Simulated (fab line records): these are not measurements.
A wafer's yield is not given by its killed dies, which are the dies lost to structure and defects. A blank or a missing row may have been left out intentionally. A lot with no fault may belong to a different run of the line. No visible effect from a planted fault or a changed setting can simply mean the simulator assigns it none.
Matching of chambers || flow sky130 || SKY_CONTACT_HDPCVD_02 on hdpcvd-02 has 3 sister chambers
The step deposits SiO2, target thk 565 nm, time 94.2 s. 3 wafers are shown with their chamber, then 7 later ones without.

== WAFERS PAIRED WITH THEIR CHAMBERS ==
{"wafer": "L223.4", "chamber": 0, "sih4 flow sccm (sccm)": 60.22}
{"wafer": "L225.3", "chamber": 2, "sih4 flow sccm (sccm)": 59.86}
{"wafer": "L226.2", "chamber": 1, "sih4 flow sccm (sccm)": 59.79}

== WAFERS WHOSE CHAMBER IS MISSING ==
{"wafer": "L226.5", "sih4 flow sccm (sccm)": 59.94}
{"wafer": "L236.1", "sih4 flow sccm (sccm)": 60.31}
{"wafer": "L236.2", "sih4 flow sccm (sccm)": 60.01}
{"wafer": "L236.5", "sih4 flow sccm (sccm)": 59.76}
{"wafer": "L238.2", "sih4 flow sccm (sccm)": 60.09}
{"wafer": "L238.4", "sih4 flow sccm (sccm)": 60.05}
{"wafer": "L238.5", "sih4 flow sccm (sccm)": 60.30}

== WHICH CHAMBER EACH ONE RAN IN ==
{"wafer": "L226.5", "from the rows above": "can't be placed: 2 or 1 or 0", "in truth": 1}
{"wafer": "L236.1", "from the rows above": 0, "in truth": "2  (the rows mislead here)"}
{"wafer": "L236.2", "from the rows above": "can't be placed: 2 or 0 or 1", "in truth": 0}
{"wafer": "L236.5", "from the rows above": "can't be placed: 1 or 2", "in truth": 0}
{"wafer": "L238.2", "from the rows above": "can't be placed: 0 or 2 or 1", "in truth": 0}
{"wafer": "L238.4", "from the rows above": "can't be placed: 0 or 2 or 1", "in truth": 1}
{"wafer": "L238.5", "from the rows above": 0, "in truth": 0}
Correctly placed: 1 of 7. Not placeable from these rows: 5 (in 4, the candidates include the true chamber). Wrongly placed: 1.
How it was worked out, from the rows above alone: a wafer's distance from a chamber is the root of the sum, over the readings, of the square of ((its reading less the chamber's mean) divided by the reading's scatter). If the next closest chamber is less than 2 further off than the closest, the wafer can't be placed; otherwise it belongs to the closest. A chamber's mean is the mean of its shown wafers. The scatter: root of mean squared gap, hidden wafer to nearest shown wafer, with one shown wafer a chamber.
